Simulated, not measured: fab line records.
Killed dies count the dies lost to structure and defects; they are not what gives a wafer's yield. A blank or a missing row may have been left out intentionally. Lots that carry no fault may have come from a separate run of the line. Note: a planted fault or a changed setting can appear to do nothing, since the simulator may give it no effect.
Which tool did it? / flow gf180mcu / Sampling: 7 lots, 20 wafers, 2 of 602 route steps

## WHAT THE GAUGES SHOWED, per wafer
GF_VT_IMPLANT_RS_MEAS_46: uses a four-point probe to measure.
lot=L871; measured=day 7 18:59; on=film_metro-04; MVSD_RS (ohm/sq)=456.6 458.0 455.9
lot=L874; measured=day 8 21:29; on=film_metro-04; MVSD_RS (ohm/sq)=457.1 457.2 458.3
lot=L877; measured=day 9 15:23; on=film_metro-01; MVSD_RS (ohm/sq)=454.4 455.7 455.8
lot=L880; measured=day 10 07:52; on=film_metro-01; MVSD_RS (ohm/sq)=455.7 456.2 454.9
lot=L884; measured=day 11 09:47; on=film_metro-04; MVSD_RS (ohm/sq)=456.9 455.7 455.0
lot=L889; measured=day 13 09:10; on=film_metro-01; MVSD_RS (ohm/sq)=455.2 436.7
lot=L893; measured=day 14 06:08; on=film_metro-02; MVSD_RS (ohm/sq)=456.3 455.3 454.8

## WHICH TOOL RAN EACH LOT (tool, then ch and the chambers of the sampled wafers, then the start)
lot=L871; GF_MVSD_IMPLANT_09=implanter-03 ch 0, day 4 15:03
lot=L874; GF_MVSD_IMPLANT_09=implanter-03 ch 0, day 5 14:16
lot=L877; GF_MVSD_IMPLANT_09=implanter-01 ch 0, day 6 06:36
lot=L880; GF_MVSD_IMPLANT_09=implanter-01 ch 0, day 6 19:48
lot=L884; GF_MVSD_IMPLANT_09=implanter-04 ch 0, day 7 17:54
lot=L889; GF_MVSD_IMPLANT_09=implanter-04 ch 0, day 9 11:37
lot=L893; GF_MVSD_IMPLANT_09=implanter-01 ch 0, day 10 05:21
- GF_MVSD_IMPLANT_09

## THE ANSWER, worked out from the rows above alone
Rule: the usual values come from the lots themselves. Put in order of their means at a reading, lots are off if they are a third of the lots or fewer, leave a main group of 4 or more, and stand apart from it by a gap of 3 or more times the standard deviation of the main group's means; of several such gaps the widest counts. A main group is skipped when, at the precision printed for the reading in the tables above, its means are all equal. Also off: a lot with no number at a reading for which 4 or more lots have one. All remaining lots with rows at the step are treated as sound.
Off: at GF_VT_IMPLANT_RS_MEAS_46 (MVSD_RS), L889. The main group: mean 456.1 ohm/sq, standard deviation 0.81.
If a tool, at a process step before that reading, ran all the lots that are off and no sound lot after the first of them, it fits. Those tools and the gauges at GF_VT_IMPLANT_RS_MEAS_46 are tried in the same way. This does not decide it: 2 tools fit, namely implanter-04 at GF_MVSD_IMPLANT_09 and film_metro-01 at GF_VT_IMPLANT_RS_MEAS_46.

## WHAT THE SIMULATOR HAD INSERTED
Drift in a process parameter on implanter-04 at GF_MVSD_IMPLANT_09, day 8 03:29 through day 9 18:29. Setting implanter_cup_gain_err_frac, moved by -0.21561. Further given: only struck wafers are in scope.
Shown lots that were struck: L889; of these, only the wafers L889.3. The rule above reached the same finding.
